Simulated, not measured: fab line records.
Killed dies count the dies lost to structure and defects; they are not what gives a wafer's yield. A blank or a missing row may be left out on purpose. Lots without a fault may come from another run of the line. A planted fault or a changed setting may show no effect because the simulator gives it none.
Matching of chambers -- flow gf180mcu -- cmp-02 running GF_V1_CMP_26: 4 sister chambers
The step polishes, stops on SiO2, t overpolish 15 s, target thk 0 nm. 8 wafers are shown with their chamber, then 8 later ones without.

WAFERS PAIRED WITH THEIR CHAMBERS
wafer,chamber,motor-current-A (A),time-to-endpoint-s (s)
L614.1,3,9.5,77
L615.1,3,10.5,74
L616.3,2,12.3,80
L616.6,1,11.1,85
L619.3,1,11.3,85
L619.4,2,12.1,84
L619.5,0,10.4,89
L622.2,0,10.6,85

WAFERS WHOSE CHAMBER IS MISSING
wafer,motor-current-A (A),time-to-endpoint-s (s)
L622.4,10.0,76
L622.6,11.3,78
L632.1,10.2,77
L632.2,10.8,87
L632.6,11.3,81
L634.1,12.3,86
L634.2,9.9,77
L634.6,10.4,81

THE CHAMBER EACH PASSED THROUGH
wafer,from the rows above,in truth
L622.4,3,3
L622.6,can't be placed: 2 or 1 or 3 or 0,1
L632.1,3,3
L632.2,can't be placed: 0 or 1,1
L632.6,can't be placed: 1 or 2 or 0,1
L634.1,can't be placed: 2 or 1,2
L634.2,3,3
L634.6,can't be placed: 3 or 0 or 1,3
Placed correctly: 3 of 8. Can't be placed from these rows: 5 (the true chamber is among the candidates in 5). 0 placed wrongly.
How it was worked out, from the rows above alone: a wafer's distance from a chamber is the root of the sum, over the readings, of the square of ((its reading less the chamber's mean) divided by the reading's scatter). If the next closest chamber is less than 2 further off than the closest, the wafer can't be placed; otherwise it belongs to the closest. For every chamber, the mean is computed from those of its wafers that are shown. How the scatter is found: for the shown wafers, subtract from each reading the mean of its chamber, square and add these, divide the total by (wafers less chambers), then take the root.
